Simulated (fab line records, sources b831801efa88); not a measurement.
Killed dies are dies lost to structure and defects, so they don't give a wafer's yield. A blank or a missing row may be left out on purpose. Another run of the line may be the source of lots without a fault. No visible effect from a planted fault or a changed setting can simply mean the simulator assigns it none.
A struck lot beside a sound one :: flow sky130 :: 15 steps out of a route of 708
Sound: wafers L784.3, L784.4, L784.6. Struck: wafer L786.1. (L786.5, L786.6 of the same lot were not struck and are left out.) The cause comes at the end.
Order at every step that has rows: each side's tool, ch and its chambers, its first start. Under that, the readings that differ: sound wafers :: struck wafers :: difference of the means :: sigmas: that difference in standard deviations of wafers without a fault.
alike: words and numbers the same on both sides, and readings whose means are apart by under 2 such deviations; not compared: readings that were withheld, readings missing a value for some wafer, numbers with overlapping values and no deviation given by the record, and bounds like >300 which may hide the same value.
The two part at a step that has a row with sigmas, a row that says differs or no value, or rows on one side only. Numbers that don't overlap but have no deviation are shown without sigmas and don't part them. A reading that every wafer of one side lacks parts them only if that side has two wafers or more.

SKY_CONTACT_OVL_MEAS_15:
  sound on overlay-02, day 34 12:32; struck on overlay-02, day 35 08:23
  alike: CONTACT_OVL
SKY_CONTACT_ETCH_16: etches BARC in N2/H2, stops on SiO2, time 45.9 s, target depth 60 nm.
  sound on rie diel-02 ch 0,1,2, day 34 12:33; struck on rie diel-02 ch 3, day 35 08:25
  alike: drypump motor current A, oes product au, throttle valve pct
  not compared: rf hours counter h
then, 1 step without rows for these wafers: SKY_CONTACT_ETCH_17 (etches SiO2 in C4F8/O2/Ar, stops on Si3N4, target depth 340 nm).
SKY_CONTACT_ETCH_18: etches Si3N4 in CHF3/O2, stops on TiN, time 39 s, target depth 75 nm.
  sound: rie diel-02 ch 0,1,2; struck: rie diel-02 ch 3
  alike: drypump motor current A, oes product au, throttle valve pct
  not compared: rf hours counter h
then, 4 steps without rows for these wafers: SKY_CONTACT_STRIP_19 (strips in O2/N2); SKY_CONTACT_STRIP_20 (strips in post etch residue remover, time 1200 s); SKY_CONTACT_CLEAN_21 (cleans in IPA, time 180 s); SKY_CONTACT_CLEAN_22 (cleans in O3/DIW).
SKY_CONTACT_SPUTTER_23: material TiN, target thk 20 nm, time 80 s.
  sound on pvd sputter-02, day 34 13:17; struck on pvd sputter-01, day 35 09:17
reading: chamber pressure pa (Pa)
sound: 4.982 5.021 5.010
struck: 4.984
difference: -0.020
sigmas: -2
  alike: throttle valve pct
SKY_CONTACT_CVD_24: deposits W, target thk 340 nm, time 102.12 s.
  sound on cvd w-01 ch 0,1, day 34 13:23; struck on cvd w-02 ch 1, day 35 09:20
  alike: heater power w
SKY_CONTACT_RS_MEAS_25: a four-point-probe measurement.
  sound on film metro-03, day 34 13:29; struck on film metro-03, day 35 09:27
  alike: CONTACT_W_RS
SKY_CONTACT_THK_MEAS_26: measures by xrf.
  sound on film metro-03, day 34 13:35; struck on film metro-03, day 35 09:34
  alike: CONTACT_W_THK
SKY_CONTACT_CMP_27: polishes, stops on SiO2, t overpolish 15 s, target thk 0 nm.
  sound on cmp-01 ch 0,1,2, day 34 13:38; struck on cmp-01 ch 1, day 35 09:41
reading: overpolish run s (s)
sound: 15.016 14.997 15.000
struck: 0.042
difference: -14.962
sigmas: -99 or more

reading: time to endpoint s (s)
sound: 83 83 83
struck: 127
difference: +44
sigmas: +13
  alike: motor current A
SKY_METAL1_SPUTTER_00: material Ti, target thk 15 nm, time 10 s.
  the record has rows for the sound wafers here (pvd sputter-04, day 34 13:56) and none for the struck ones
-- the record jumps here: 13 days lie between the struck wafers' starts before and after (it left off in module METAL1 and takes up again in module PAD_OPEN, whose first step shown is number 708 of the route) --
SKY_PAD_OPEN_PROBE_99:
  the record has rows for the struck wafers here (prober-01, day 48 14:38) and none for the sound ones

WHERE THEY PART
At SKY_CONTACT_SPUTTER_23 first; at SKY_PAD_OPEN_PROBE_99 last (within this record only).

WHY: whatever the simulator had introduced
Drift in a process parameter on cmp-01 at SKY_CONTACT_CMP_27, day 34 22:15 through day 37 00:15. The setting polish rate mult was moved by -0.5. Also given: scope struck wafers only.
